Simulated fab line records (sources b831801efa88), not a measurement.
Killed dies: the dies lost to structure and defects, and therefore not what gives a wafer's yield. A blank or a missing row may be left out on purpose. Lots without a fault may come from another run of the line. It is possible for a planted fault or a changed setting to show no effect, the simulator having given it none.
fab line records ; flow sky130
[record] lots = 12; wafers = 36; last-day = 50
route steps=708 shown CONTACT@424 METAL1@434 VIA1@478 PAD_OPEN@708
lots with no fault: from the same line, run without faults
start-h: hours from the record's first day to the start of the lot's first wafer shown ; wait-h: hours since the lot's step before ; " unchanged from the row above ; L1.1+2: several wafers, shown together as one row ; - no value, or no start was given ; * or withheld: withheld ; < > ~ a bound
route shown NAME@n: a module of which the file shows steps, and the number in the route of the first ; usual: average and standard deviation across the fault-free wafers ; same: alike in all rows ; chamber/n: place in a boat ; sites: per-site readings ; _std_site: standard deviation across them ; _edge_site: the outer-site mean with the inner-site mean subtracted ; radius-mm: how far each site lies from the wafer's centre ; mask NAME#n: copy n ; behind: the most recent tool/chamber to have shaped the wafer ; hold: cause of the lot's hold/its duration in hours/its outcome ; device: whichever transistor did not switch (one of n, p or np) ; end of line: tests run on the same wafers once the route is complete ; a step without rows: its recipe alone ; killed: the dies lost at the first sort to structure and to defects; this is not the yield of the wafer ; map: per-die view of a wafer (x killed, . not killed, _ where there is no die)
set.NAME: the setting that was run; set.NAME@STEP: the one run at that earlier step ; model.NAME: the simulator's own value behind a step, which no gauge read
the route's steps for a sample of lots (tables are steps, rows are wafers)
services: a tool's chamber out of use, with start hour (start-h, from the record's first day; less than 0 if before it), hours out, and reason
[[steps]]
[step SKY_CONTACT_ETCH_18]
[recipe] target = Si3N4; chemistry = CHF3/O2; stop-on = TiN; source-w = 600; bias-w = 200; pressure-mtorr = 40; chf3-flow-sccm = 50; O2_flow_sccm = 5; time-s = 39; target-depth-a = 750
[usual] drypump-motor-current-A = 5.7/0.43; oes-product-au = 0.855/0.0087; throttle-valve-pct = 8.792/0.0095
lot.wafer;tool;chamber;start-h;wait-h;drypump-motor-current-A;oes-product-au;rf-hours-counter-h;throttle-valve-pct
L839.2;rie-diel-04;2;-;-;5.9;0.847;6;8.791
L839.3;rie-diel-04;3;-;-;5.8;0.854;6;8.789
L839.6;rie-diel-04;0;-;-;6.5;0.863;-;8.790
L842.2;rie-diel-03;3;-;-;4.9;0.856;3;8.794
L842.3;rie-diel-03;0;-;-;5.1;0.845;9;8.779
L842.4;rie-diel-03;2;-;-;5.7;0.872;8;8.793
L843.1;rie-diel-04;2;-;-;6.0;0.857;7;8.792
L843.2;rie-diel-04;1;-;-;5.5;0.841;15;8.807
L843.6;rie-diel-04;2;-;-;6.0;0.845;-;8.793
L844.1;rie-diel-03;2;-;-;5.7;0.850;9;8.786
L844.2;rie-diel-03;1;-;-;5.5;0.844;2;8.779
L844.3;rie-diel-03;0;-;-;5.0;0.841;10;8.782
L847.1;rie-diel-04;2;-;-;5.9;0.854;8;8.785
L847.4;rie-diel-04;3;-;-;5.8;0.856;7;8.789
L847.6;rie-diel-04;0;-;-;6.5;0.871;-;8.798
L849.2;rie-diel-03;3;-;-;4.9;0.853;4;8.787
L849.4;rie-diel-03;2;-;-;5.6;0.856;9;8.801
L849.5;rie-diel-03;1;-;-;5.6;0.857;-;8.788
L850.1;rie-diel-04;3;-;-;5.8;0.852;8;8.786
L850.2;rie-diel-04;0;-;-;6.4;0.839;13;8.783
L850.6;rie-diel-04;2;-;-;5.9;0.853;-;8.797
L853.3;rie-diel-03;0;-;-;5.1;0.863;11;8.797
L853.5;rie-diel-03;3;-;-;4.9;0.873;-;8.797
L853.6;rie-diel-03;2;-;-;5.6;0.869;-;8.794
L854.1;rie-diel-04;2;-;-;6.0;0.846;10;8.800
L854.2;rie-diel-04;3;-;-;5.8;0.856;9;8.797
L854.6;rie-diel-04;2;-;-;6.0;0.860;-;8.804
L857.1;rie-diel-04;1;-;-;5.5;0.844;19;8.778
L857.4;rie-diel-04;3;-;-;5.8;0.863;10;8.787
L857.6;rie-diel-04;3;-;-;5.8;0.855;-;8.800
L858.1;rie-diel-03;1;-;-;5.5;0.841;5;8.788
L858.2;rie-diel-03;3;-;-;4.9;0.856;7;8.795
L858.6;rie-diel-03;0;-;-;5.1;0.851;-;8.797
L861.3;rie-diel-04;3;-;-;5.8;0.850;11;8.789
L861.5;rie-diel-04;0;-;-;6.5;0.856;-;8.772
L861.6;rie-diel-04;3;-;-;5.8;0.872;-;8.806
[step SKY_CONTACT_CMP_27]
[recipe] stop-on = SiO2; t-overpolish-s = 15; down-force-psi = 3.5; platen-rpm = 60; target-thk-nm = 0; pad-velocity-m-s = 0.94248
[usual] motor-current-A = 10.7/0.66; overpolish-run-s = 15.000/0.0077; slurry-flow-ml-min = 150.0/0.47; time-to-endpoint-s = 83.9/2.9
lot.wafer;tool;chamber;start-h;wait-h;motor-current-A;overpolish-run-s;slurry-flow-ml-min;time-to-endpoint-s
L839.2;cmp-01;2;768.68;0.1;11.2;14.997;150.2;83.9
L839.3;cmp-01;3;768.68;0.1;9.8;15.006;149.3;87.9
L839.6;cmp-01;2;768.68;0.1;10.9;15.014;149.6;82.6
L842.2;cmp-01;3;770.74;0.0;10.1;14.999;149.7;88.0
L842.3;cmp-01;0;770.74;0.0;11.3;15.001;149.7;85.8
L842.4;cmp-01;2;770.74;0.0;10.7;15.000;150.6;90.8
L843.1;cmp-01;3;771.48;0.1;9.8;15.011;150.1;87.6
L843.2;cmp-01;0;771.48;0.1;10.7;15.000;150.2;90.5
L843.6;cmp-01;2;771.48;0.1;10.9;14.987;148.9;87.9
L844.1;cmp-02;3;792.69;0.1;9.9;14.997;149.7;82.4
L844.3;cmp-02;0;792.69;0.1;11.1;15.007;150.3;81.6
L844.2;cmp-02;2;792.69;0.1;10.4;14.992;149.5;88.1
L847.1;cmp-02;3;802.25;0.1;10.0;15.008;149.2;83.2
L847.4;cmp-02;2;802.25;0.1;10.1;15.012;149.8;89.1
L847.6;cmp-02;3;802.25;0.1;10.4;15.000;149.2;88.6
L849.4;cmp-02;0;814.22;0.0;11.1;15.001;149.2;81.1
L849.2;cmp-02;2;814.22;0.0;10.1;14.992;150.0;83.6
L849.5;cmp-02;0;814.22;0.0;10.1;15.003;149.5;83.2
L850.2;cmp-02;3;828.93;0.0;10.6;15.007;150.1;82.2
L850.1;cmp-02;2;828.93;0.0;9.4;14.995;149.8;83.6
L850.6;cmp-02;0;828.93;0.0;11.0;15.009;150.9;81.9
L853.3;cmp-02;1;844.11;0.1;11.7;15.011;150.7;85.6
L853.5;cmp-02;3;844.11;0.1;10.8;15.003;149.6;84.1
L853.6;cmp-02;0;844.11;0.1;11.2;14.991;151.1;80.6
L854.1;cmp-01;3;861.38;0.1;9.8;15.005;149.9;79.6
L854.2;cmp-01;0;861.38;0.1;11.3;14.982;150.0;81.3
L854.6;cmp-01;3;861.38;0.1;9.4;14.999;150.3;78.9
L857.1;cmp-02;2;883.50;0.7;10.4;15.001;151.1;83.2
L857.4;cmp-02;3;883.50;0.7;10.7;14.999;150.1;81.1
L857.6;cmp-02;1;883.50;0.7;11.5;15.008;150.1;80.5
L858.2;cmp-01;1;889.62;0.1;10.3;14.996;150.6;79.7
L858.1;cmp-01;2;889.62;0.1;10.7;15.003;150.8;82.3
L858.6;cmp-01;0;889.62;0.1;11.6;14.999;149.7;82.0
L861.3;cmp-02;0;908.74;0.1;11.5;15.014;150.2;79.3
L861.5;cmp-02;2;908.74;0.1;10.0;15.009;149.5;83.1
L861.6;cmp-02;3;908.74;0.1;10.2;15.011;150.1;81.1
[step SKY_METAL1_SPUTTER_00]
[recipe] material = Ti; target-thk-nm = 15; power-w = 3000; time-s = 10; chamber-pressure-pa = 0.4
[usual] cathode-dc-power-W = 3000.0/0.52; throttle-valve-pct = 30.0/0.93
lot.wafer;tool;chamber;start-h;wait-h;cathode-dc-power-W;throttle-valve-pct
L839.2;pvd-sputter-04;-;768.93;0.2;2999.8;30.9
L839.3;pvd-sputter-04;-;768.93;0.2;3000.5;31.0
L839.6;pvd-sputter-04;-;768.93;0.2;3000.2;29.0
L842.2;pvd-sputter-03;-;771.04;0.2;2999.6;29.1
L842.3;pvd-sputter-03;-;771.04;0.2;2999.9;31.2
L842.4;pvd-sputter-03;-;771.04;0.2;3000.4;30.3
L843.1;pvd-sputter-02;-;771.73;0.2;2999.6;30.6
L843.2;pvd-sputter-02;-;771.73;0.2;3000.4;30.6
L843.6;pvd-sputter-02;-;771.73;0.2;2999.6;30.5
L844.1;pvd-sputter-02;-;792.99;0.2;2999.7;30.5
L844.2;pvd-sputter-02;-;792.99;0.2;3000.7;28.9
L844.3;pvd-sputter-02;-;792.99;0.2;2999.6;30.5
L847.1;pvd-sputter-03;-;802.55;0.2;3000.3;31.4
L847.4;pvd-sputter-03;-;802.55;0.2;3000.2;30.4
L847.6;pvd-sputter-03;-;802.55;0.2;2999.6;29.7
L849.2;pvd-sputter-03;-;814.52;0.1;3000.0;29.5
L849.4;pvd-sputter-03;-;814.52;0.1;3000.1;30.1
L849.5;pvd-sputter-03;-;814.52;0.1;3000.4;29.2
L850.1;pvd-sputter-03;-;829.23;0.1;3000.7;31.5
L850.2;pvd-sputter-03;-;829.23;0.1;2999.9;30.2
L850.6;pvd-sputter-03;-;829.23;0.1;3000.3;30.5
L853.3;pvd-sputter-02;-;844.31;0.1;3000.1;30.4
L853.5;pvd-sputter-02;-;844.31;0.1;2998.7;30.5
L853.6;pvd-sputter-02;-;844.31;0.1;2999.8;30.2
L854.1;pvd-sputter-02;-;861.68;0.2;3000.3;29.2
L854.2;pvd-sputter-02;-;861.68;0.2;2999.6;30.5
L854.6;pvd-sputter-02;-;861.68;0.2;2998.9;30.2
L857.1;pvd-sputter-03;-;883.75;0.2;2999.9;31.3
L857.4;pvd-sputter-03;-;883.75;0.2;3000.2;29.0
L857.6;pvd-sputter-03;-;883.75;0.2;3000.5;28.6
L858.1;pvd-sputter-02;-;889.87;0.1;2999.9;30.8
L858.2;pvd-sputter-02;-;889.87;0.1;2999.9;29.0
L858.6;pvd-sputter-02;-;889.87;0.1;3000.1;30.1
L861.3;pvd-sputter-02;-;908.94;0.1;3000.1;30.6
L861.5;pvd-sputter-02;-;908.94;0.1;3000.3;30.5
L861.6;pvd-sputter-02;-;908.94;0.1;2999.5;29.0
[step SKY_VIA1_SPUTTER_20]
[recipe] material = TiN; target-thk-nm = 20; chamber-pressure-pa = 5; power-w = 4000; time-s = 80
[usual] cathode-dc-power-W = 3999.9/0.74; throttle-valve-pct = 30.0/1
lot.wafer;tool;chamber;start-h;wait-h;cathode-dc-power-W;throttle-valve-pct
L839.2;pvd-sputter-04;-;824.13;0.0;4000.3;30.7
L839.3;pvd-sputter-04;-;824.13;0.0;4000.5;30.8
L839.6;pvd-sputter-04;-;824.13;0.0;4000.8;27.4
L842.2;pvd-sputter-01;-;827.18;0.0;4001.2;30.9
L842.3;pvd-sputter-01;-;827.18;0.0;3999.4;30.6
L842.4;pvd-sputter-01;-;827.18;0.0;3999.7;30.1
L843.1;pvd-sputter-04;-;827.84;0.0;3999.5;30.9
L843.2;pvd-sputter-04;-;827.84;0.0;3999.0;28.1
L843.6;pvd-sputter-04;-;827.84;0.0;4000.8;30.9
L844.1;pvd-sputter-01;-;847.24;0.0;3999.7;30.5
L844.2;pvd-sputter-01;-;847.24;0.0;3998.9;30.8
L844.3;pvd-sputter-01;-;847.24;0.0;3998.6;30.2
L847.1;pvd-sputter-01;-;857.03;0.0;3662.4;30.7
L847.4;pvd-sputter-01;-;857.03;0.0;3661.8;30.5
L847.6;pvd-sputter-01;-;857.03;0.0;3663.4;30.1
L849.2;pvd-sputter-01;-;868.81;0.0;3663.1;30.6
L849.4;pvd-sputter-01;-;868.81;0.0;3662.4;30.8
L849.5;pvd-sputter-01;-;868.81;0.0;3662.6;30.8
L850.1;pvd-sputter-02;-;883.94;0.0;4000.1;30.8
L850.2;pvd-sputter-02;-;883.94;0.0;4000.1;30.5
L850.6;pvd-sputter-02;-;883.94;0.0;4000.7;29.2
L853.3;pvd-sputter-04;-;898.03;0.0;4001.0;30.8
L853.5;pvd-sputter-04;-;898.03;0.0;4000.5;29.1
L853.6;pvd-sputter-04;-;898.03;0.0;3999.1;30.6
L854.1;pvd-sputter-04;-;914.47;0.0;3999.1;31.3
L854.2;pvd-sputter-04;-;914.47;0.0;4000.5;29.1
L854.6;pvd-sputter-04;-;914.47;0.0;3999.8;29.1
L857.1;pvd-sputter-04;-;936.21;0.0;4000.9;28.0
L857.4;pvd-sputter-04;-;936.21;0.0;4000.3;31.1
L857.6;pvd-sputter-04;-;936.21;0.0;4000.0;31.0
L858.1;pvd-sputter-04;-;941.61;0.0;4001.5;28.1
L858.2;pvd-sputter-04;-;941.61;0.0;4000.5;31.0
L858.6;pvd-sputter-04;-;941.61;0.0;3999.7;31.0
L861.3;pvd-sputter-02;-;960.48;0.0;4000.6;29.0
L861.5;pvd-sputter-02;-;960.48;0.0;3999.8;30.4
L861.6;pvd-sputter-02;-;960.48;0.0;4000.3;30.5
[step SKY_PAD_OPEN_PROBE_99]
[usual] killed_at_M0_to_M3 = 44/7.4; killed_at_M4_up = 3.0/1.6; killed-at-contacts = 24/5; killed-at-front-end = 15/4.6; killed-at-other = 0.4/0.65; killed-dies = 86/9.6; killed-open = 48/7.4; killed-short = 38/6.9
[same] gross-dies = 492; killed-at-back-side = 0
lot.wafer;tool;chamber;start-h;wait-h;killed_at_M0_to_M3;killed_at_M4_up;killed-at-contacts;killed-at-front-end;killed-at-other;killed-dies;killed-open;killed-short
L839.2;prober-02;-;1108.01;0.1;41;2;18;12;0;73;52;21
L839.3;prober-02;-;1108.06;0.2;40;3;24;15;1;83;42;41
L839.6;prober-02;-;1108.21;0.2;45;4;23;19;0;91;51;40
L842.2;prober-01;-;1108.33;0.1;70;5;15;18;0;108;51;56
L842.3;prober-01;-;1108.38;0.2;56;4;28;13;0;101;49;52
L842.4;prober-01;-;1108.43;0.2;39;4;35;8;0;86;54;32
L844.1;prober-01;-;1116.61;0.1;43;7;28;18;0;96;49;47
L844.2;prober-01;-;1116.66;0.1;50;0;27;15;0;92;52;40
L844.3;prober-01;-;1116.71;0.2;50;4;29;13;0;96;63;33
L847.1;prober-02;-;1126.37;0.1;39;5;23;15;0;82;43;39
L847.4;prober-02;-;1126.52;0.2;40;3;24;14;0;81;49;31
L847.6;prober-02;-;1126.62;0.2;37;3;21;18;0;79;43;36
L849.2;prober-01;-;1132.52;0.1;42;4;26;13;0;85;48;36
L849.4;prober-01;-;1132.62;0.2;51;6;29;15;0;101;44;57
L849.5;prober-01;-;1132.67;0.2;44;7;26;16;0;93;39;54
L850.1;prober-01;-;1145.91;0.1;47;3;20;12;1;83;39;44
L850.2;prober-01;-;1145.96;0.1;56;1;12;6;0;75;38;37
L850.6;prober-01;-;1146.16;0.2;42;1;19;8;0;70;44;26
L853.3;prober-02;-;1155.91;0.2;39;3;16;16;1;75;48;27
L853.5;prober-02;-;1156.01;0.2;45;2;24;16;0;87;50;37
L853.6;prober-02;-;1156.06;0.2;39;2;27;7;0;75;35;40
// killed by level:class
L839.2 VIA1:geometric-particle:open=16 CONTACT:geometric-particle:open=10 POLY_GATE:geometric-particle:open=5 VIA2:geometric-particle:open=5 VIA3:geometric-particle:open=5 FIELD_ISO:geometric-particle:open=4 METAL2:geometric-particle:short=4 FIELD_ISO:geometric-particle:short=3
L839.3 VIA1:geometric-particle:open=9 FIELD_ISO:geometric-particle:open=6 CONTACT:geometric-particle:short=6 CONTACT:geometric-particle:open=6 METAL1:geometric-particle:short=6 VIA3:geometric-particle:open=6 LI_CONTACT:geometric-particle:short=5 VIA1:geometric-particle:short=5
L839.6 VIA1:geometric-particle:open=14 CONTACT:geometric-particle:open=11 METAL2:geometric-particle:short=7 FIELD_ISO:geometric-particle:short=6 VIA2:geometric-particle:open=6 VIA3:geometric-particle:open=5 LI_CONTACT:geometric-particle:open=4 LOCAL_INTERCONNECT:geometric-particle:short=4
L842.2 VIA1:geometric-particle:open=14 VIA1:geometric-particle:short=9 METAL2:geometric-particle:short=9 METAL1:geometric-particle:short=7 POLY_GATE:geometric-particle:short=6 CONTACT:geometric-particle:open=6 VIA3:geometric-particle:open=6 LI_CONTACT:geometric-particle:open=5
L842.3 VIA1:geometric-particle:open=12 LI_CONTACT:geometric-particle:open=9 CONTACT:geometric-particle:open=8 CONTACT:geometric-particle:short=8 VIA1:geometric-particle:short=8 METAL2:geometric-particle:short=8 VIA2:geometric-particle:open=7 METAL1:geometric-particle:short=6
L842.4 VIA1:geometric-particle:open=12 LI_CONTACT:geometric-particle:open=11 CONTACT:geometric-particle:open=9 LI_CONTACT:geometric-particle:short=7 METAL1:geometric-particle:short=7 VIA3:geometric-particle:open=7 FIELD_ISO:geometric-particle:open=6 CONTACT:geometric-particle:short=6
L844.1 CONTACT:geometric-particle:open=13 VIA1:geometric-particle:open=8 FIELD_ISO:geometric-particle:open=6 METAL2:geometric-particle:short=6 VIA2:geometric-particle:open=6 LI_CONTACT:geometric-particle:open=5 CONTACT:geometric-particle:short=5 METAL4:geometric-particle:short=5
L844.2 VIA1:geometric-particle:open=12 LI_CONTACT:geometric-particle:open=9 CONTACT:geometric-particle:open=9 METAL2:geometric-particle:short=9 METAL1:geometric-particle:short=6 VIA3:geometric-particle:open=6 VIA2:geometric-particle:open=5 POLY_GATE:geometric-particle:open=4
L844.3 VIA1:geometric-particle:open=16 CONTACT:geometric-particle:open=13 LI_CONTACT:geometric-particle:open=7 FIELD_ISO:geometric-particle:open=6 VIA3:geometric-particle:short=6 METAL2:geometric-particle:short=6 VIA3:geometric-particle:open=6 VIA2:geometric-particle:open=5
L847.1 CONTACT:geometric-particle:open=9 VIA1:geometric-particle:open=8 VIA2:geometric-particle:open=7 LI_CONTACT:geometric-particle:open=6 FIELD_ISO:geometric-particle:short=5 METAL1:geometric-particle:short=5 LOCAL_INTERCONNECT:geometric-particle:short=4 METAL2:geometric-particle:short=4
L847.4 CONTACT:geometric-particle:open=13 VIA3:geometric-particle:open=8 VIA2:geometric-particle:open=6 METAL2:geometric-particle:short=6 POLY_GATE:geometric-particle:short=5 LI_CONTACT:geometric-particle:open=5 POLY_GATE:geometric-particle:open=4 LOCAL_INTERCONNECT:geometric-particle:short=4
L847.6 FIELD_ISO:geometric-particle:short=8 CONTACT:geometric-particle:open=8 VIA3:geometric-particle:open=8 CONTACT:geometric-particle:short=6 VIA1:geometric-particle:open=6 METAL1:geometric-particle:short=5 LI_CONTACT:geometric-particle:open=5 METAL2:geometric-particle:short=5
L849.2 CONTACT:geometric-particle:open=12 VIA1:geometric-particle:short=12 VIA1:geometric-particle:open=9 FIELD_ISO:geometric-particle:open=8 METAL2:geometric-particle:short=6 LI_CONTACT:geometric-particle:open=5 CONTACT:geometric-particle:short=5 VIA2:geometric-particle:open=5
L849.4 CONTACT:geometric-particle:open=14 METAL2:geometric-particle:short=8 VIA1:geometric-particle:open=8 METAL1:geometric-particle:short=7 METAL4:geometric-particle:short=6 VIA3:geometric-particle:open=6 VIA1:geometric-particle:short=5 FIELD_ISO:geometric-particle:open=4
L849.5 VIA1:geometric-particle:open=13 CONTACT:geometric-particle:open=9 LOCAL_INTERCONNECT:geometric-particle:short=8 METAL1:geometric-particle:short=8 VIA1:geometric-particle:short=7 METAL2:geometric-particle:short=6 METAL4:geometric-particle:short=5 FIELD_ISO:geometric-particle:open=4
L850.1 VIA1:geometric-particle:open=10 CONTACT:geometric-particle:short=7 LOCAL_INTERCONNECT:geometric-particle:short=6 METAL2:geometric-particle:short=6 VIA2:geometric-particle:short=5 METAL1:geometric-particle:short=4 POLY_GATE:geometric-particle:open=4 CONTACT:geometric-particle:open=4
L850.2 VIA1:geometric-particle:open=12 VIA2:geometric-particle:open=8 METAL2:geometric-particle:short=8 METAL1:geometric-particle:short=6 VIA1:geometric-particle:short=6 VIA3:geometric-particle:open=6 METAL3:geometric-particle:short=5 LI_CONTACT:geometric-particle:open=4
L850.6 VIA1:geometric-particle:open=13 LI_CONTACT:geometric-particle:open=9 VIA3:geometric-particle:open=7 METAL1:geometric-particle:short=4 VIA2:geometric-particle:open=4 LOCAL_INTERCONNECT:geometric-particle:short=3 VIA1:geometric-particle:short=3 METAL2:geometric-particle:short=3
L853.3 CONTACT:geometric-particle:open=9 VIA2:geometric-particle:open=9 VIA3:geometric-particle:open=6 VIA1:geometric-particle:open=5 FIELD_ISO:geometric-particle:short=4 POLY_CUT:geometric-particle:open=4 POLY_GATE:geometric-particle:open=3 LI_CONTACT:geometric-particle:open=3
L853.5 VIA3:geometric-particle:open=11 CONTACT:geometric-particle:open=9 VIA2:geometric-particle:open=9 CONTACT:geometric-particle:short=7 VIA1:geometric-particle:open=7 POLY_GATE:geometric-particle:short=5 LI_CONTACT:geometric-particle:open=5 METAL3:geometric-particle:short=5
L853.6 VIA1:geometric-particle:open=11 LOCAL_INTERCONNECT:geometric-particle:short=9 VIA3:geometric-particle:open=7 CONTACT:geometric-particle:short=6 VIA2:geometric-particle:short=5 VIA2:geometric-particle:open=5 FIELD_ISO:geometric-particle:short=4 VIA1:geometric-particle:short=4
[[services]]
tool;chamber;start-h;hours;kind
cmp-02;-;744.26;4.0;pm
cmp-02;-;748.26;15.7;pm
rie-diel-03;0;755.57;5.6;repair
pvd-sputter-04;-;760.20;1.0;repair
pvd-sputter-04;-;767.44;0.7;repair
cmp-02;-;777.14;1.3;repair
rie-diel-04;-;794.10;0.5;repair
cmp-01;-;800.70;3.1;repair
cmp-02;-;805.14;1.0;repair
cmp-01;-;808.97;1.9;repair
pvd-sputter-02;-;812.79;4.9;repair
cmp-02;-;820.91;2.7;repair
cmp-01;-;829.99;4.0;pm
cmp-01;-;842.75;0.4;repair
pvd-sputter-04;-;850.81;1.7;repair
rie-diel-04;-;854.78;1.1;repair
rie-diel-03;3;865.36;1.8;repair
cmp-01;-;873.79;9.9;pm
cmp-02;-;889.75;6.3;pm
cmp-02;-;897.26;3.0;repair
cmp-02;-;905.59;1.4;repair
cmp-02;-;917.61;5.5;repair
cmp-02;-;931.48;0.6;repair
rie-diel-04;-;957.40;1.7;repair
[[key]]
[first-sign] step = SKY_VIA1_SPUTTER_20; reading = cathode-dc-power-W; direction = down; sigmas = 99+; usual = 3999.9; struck = 3662.6
effect none on later readings
met-at SKY_VIA1_SPUTTER_20
struck-lots L847,L849
tester-left-out L847,L849
not-acting-at SKY_CONTACT_ETCH_18,SKY_CONTACT_CMP_27,SKY_METAL1_SPUTTER_00
onset-between 847.24 857.03
[earlier-fault] kind = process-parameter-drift; tool = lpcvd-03; chamber = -; onset-h = 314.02; steps = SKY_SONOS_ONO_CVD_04; channel = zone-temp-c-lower; offset = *; shape = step; end-h = 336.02
[earlier-fault] kind = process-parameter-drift; tool = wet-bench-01; chamber = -; onset-h = 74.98; steps = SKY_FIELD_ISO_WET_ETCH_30; channel = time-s; offset = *; shape = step; end-h = 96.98; acts-in = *; stated = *
[fault] kind = process-parameter-drift; tool = pvd-sputter-01; chamber = -; onset-h = 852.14; steps = SKY_VIA1_SPUTTER_20; channel = power-w; offset = *; shape = step; acts-in = *; stated = *
// tester-left-out: of these lots the tester's yield and bins aren't shown, on N5 and GAA mostly nor the transistor test; their killed dies are dies lost to structure and defects alone, not to doping, threshold or leakage, so they don't give the yield
